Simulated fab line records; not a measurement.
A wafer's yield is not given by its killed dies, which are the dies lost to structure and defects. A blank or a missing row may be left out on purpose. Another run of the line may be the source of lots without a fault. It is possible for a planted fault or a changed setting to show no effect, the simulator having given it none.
One fault through the eyes of 2 desks | flow gf180mcu | every desk sees just its own numbers, and what lay behind them comes last

AT THE METROLOGY DESK
What the gauges read for every lot (on any tool): the sampled wafers with a number, averaged. If a lot's mean is further than 4 standard deviations from the usual mean, the lot is out of limits and carries the mark OUT (the distance appears in the brackets).
Columns: A = cd_nm at GF_V5_CD_MEAS_14, usual 260.0 nm
lot  | first seen here | A
L847 | day 27 09:21    | 259.8
L848 | day 27 14:33    | 261.3
L849 | day 28 02:49    | 259.4
L850 | day 28 09:35    | 260.0
L851 | day 28 18:14    | 259.6
L852 | day 29 03:01    | 260.2
L853 | day 29 12:40    | 259.8
L855 | day 29 19:47    | 261.9
L854 | day 30 01:03    | 258.5
L856 | day 30 14:44    | 259.9
L858 | day 31 00:37    | 260.8
L864 | day 32 12:01    | 294.3 (+29) OUT
L865 | day 32 14:05    | 293.1 (+28) OUT
L866 | day 33 00:59    | 260.7
This desk's verdict: out of limits on L864, L865, starting with L864 at day 32 12:01 (cd_nm at GF_V5_CD_MEAS_14). Within limits: L847, L848, L849, L850, L851, L852, L853, L855, L854, L856, L858, L866.

FOR THE TOOL OWNER'S DESK: krf_scanner-01
The tool's own readings at GF_V5_EXPOSE_11 (exposes mask Via5, target cd 260 nm): means of the sampled wafers that have a number, for each lot that ran on this tool. If a lot's mean is further than 4 standard deviations from the usual mean, the lot is out of limits and carries the mark OUT (the distance appears in the brackets).
Columns: A = exposure_dose_mJ_cm2 at GF_V5_EXPOSE_11, usual 38.86
lot  | first seen here | A
L848 | day 27 05:10    | 38.88
L849 | day 27 16:54    | 38.91
L855 | day 29 10:17    | 38.83
L854 | day 29 15:48    | 38.85
L856 | day 30 06:08    | 38.87
L864 | day 32 03:24    | 48.62 (+99 or more) OUT
L865 | day 32 06:01    | 48.53 (+99 or more) OUT
This desk's verdict: out of limits on L864, L865, starting with L864 at day 32 03:24 (exposure_dose_mJ_cm2 at GF_V5_EXPOSE_11). Within limits: L848, L849, L855, L854, L856.

TAKEN TOGETHER
The tool owner's desk could have raised an alarm at day 32 03:24, on L864, L865.
An alarm was possible from the metrology desk at day 32 12:01, on L864, L865.
The lots listed all ran GF_V5_EXPOSE_11 on krf_scanner-01.

WHAT THE SIMULATOR PUT IN
Drift in process parameters on krf_scanner-01 at GF_V5_EXPOSE_11, starting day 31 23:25. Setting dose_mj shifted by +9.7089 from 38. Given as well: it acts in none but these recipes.
Shown lots that were struck: L864, L865.
Hours from the fault's start to each desk's first reading out of limits: the tool owner's desk, 4; the metrology desk, 13.
